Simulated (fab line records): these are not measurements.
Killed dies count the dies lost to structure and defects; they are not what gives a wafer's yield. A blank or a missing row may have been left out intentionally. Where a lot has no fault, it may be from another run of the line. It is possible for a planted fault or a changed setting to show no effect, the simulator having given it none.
Comparing a struck lot with a sound one :: flow gf180mcu :: 15 steps out of a route of 602
Sound: the wafers L781.1, L781.3, L781.5. Struck: wafer L787.4. (L787.1, L787.5 of the same lot were not struck and are left out.) The cause comes at the end.
For every step that has rows: the tool of each side, followed by ch and its chambers, followed by its first start. Under that, the readings that differ: sound wafers :: struck wafers :: difference of the means :: sigmas: that difference in standard deviations of wafers without a fault.
alike: readings with means less than 2 such deviations apart, plus words and numbers identical on both sides. not compared: withheld readings, readings lacking a value on some wafer, bounds such as >300 that could conceal the same value, and numbers that have no deviation in the record and whose values overlap.
The two part at a step that has a row with sigmas, a row that says differs or no value, or rows on one side only. Non-overlapping numbers with no deviation appear without sigmas and do not part them. Lack of a reading on every wafer of one side parts them only where that side has two or more wafers.

first, 1 step without rows for these wafers: GF_V4_SPUTTER_22 (material TiN, target thk 10 nm, time 40 s).
GF_V4_CVD_23: deposits W, target thk 350 nm, time 104.9 s.
  sound on cvd_w-01 ch 0,1, day 27 13:21; struck on cvd_w-02 ch 0, day 29 04:11
  alike: heater_power_w
GF_V4_RS_MEAS_24: measures by four-point-probe.
  struck on film_metro-04, day 29 04:18; sound on film_metro-01, day 27 13:28
  alike: V4_W_RS
GF_V4_THK_MEAS_25: measures by xrf.
  struck on film_metro-04, day 29 04:25; sound on film_metro-01, day 27 13:35
reading: V4_W_THK (nm)
sound: 370 364 363
struck: 350
difference: -16
sigmas: -2
GF_V4_CMP_26: polishes, stops on SiO2, t overpolish 15 s, target thk 0 nm.
  sound on cmp-01 ch 0,1,3, day 27 13:44; struck on cmp-02 ch 0, day 29 04:32
reading: platen_rpm (rpm)
sound: 60.06 60.00 60.07
struck: 59.94
difference: -0.10
sigmas: -3
  alike: motor_current_A, overpolish_run_s, time_to_endpoint_s
then, 1 step without rows for these wafers: GF_MIM_SPUTTER_00 (material Ti, target thk 37.5 nm, time 150 s).
GF_MIM_SPUTTER_01: material TiN, target thk 30 nm, time 25 s.
  struck on pvd_sputter-03, day 29 04:53; sound on pvd_sputter-02, day 27 14:02
  alike: cathode_dc_power_W, throttle_valve_pct
then, 2 steps without rows for these wafers: GF_MIM_SPUTTER_02 (material AlCu, target thk 450 nm, time 23.9 s); GF_MIM_SPUTTER_03 (material Ti, target thk 10 nm, time 6.7 s).
GF_MIM_SPUTTER_04: material TiN, target thk 50 nm, time 41.7 s.
  struck on pvd_sputter-03, day 29 04:58; sound on pvd_sputter-02, day 27 14:07
  alike: cathode_dc_power_W, throttle_valve_pct
then, 1 step without rows for these wafers: GF_MIM_CVD_05 (deposits Si3N4, target thk 42 nm, time 29.086 s).
GF_MIM_THK_MEAS_06:
  struck on film_metro-03, day 29 05:02; sound on film_metro-01, day 27 14:11
  alike: MIM_CVD_05_THK
GF_MIM_SPUTTER_07: material TiN, target thk 60 nm, time 50 s.
  struck on pvd_sputter-02, day 29 05:05; sound on pvd_sputter-03, day 27 14:15
reading: cathode_dc_power_W (W)
sound: 6501.8 6499.8 6498.7
struck: 8018.9
difference: +1518.8
sigmas: +99 or more

reading: model.TiN_of_MIM_SPUTTER_07.thk_nm (nm)
sound: 59.28 60.69 60.48
struck: 75.42
difference: +15.27
sigmas: 
  alike: throttle_valve_pct
GF_MIM_SPUTTER_08: material AlCu, target thk 200 nm, time 11.03 s.
  struck on pvd_sputter-02, day 29 05:08; sound on pvd_sputter-03, day 27 14:18
  alike: cathode_dc_power_W, throttle_valve_pct
-- the record jumps here: 4 days lie between the struck wafers' starts before and after (it left off in module MIM and takes up again in module PASSIVATION, whose first step shown is number 602 of the route) --
GF_PASSIVATION_PROBE_99:
  record: rows for the struck wafers here (prober-02, day 33 02:42), none for the sound ones

== WHERE THEY PART ==
First at GF_V4_THK_MEAS_25; last, within this record, at GF_PASSIVATION_PROBE_99.

WHY: whatever the simulator had introduced
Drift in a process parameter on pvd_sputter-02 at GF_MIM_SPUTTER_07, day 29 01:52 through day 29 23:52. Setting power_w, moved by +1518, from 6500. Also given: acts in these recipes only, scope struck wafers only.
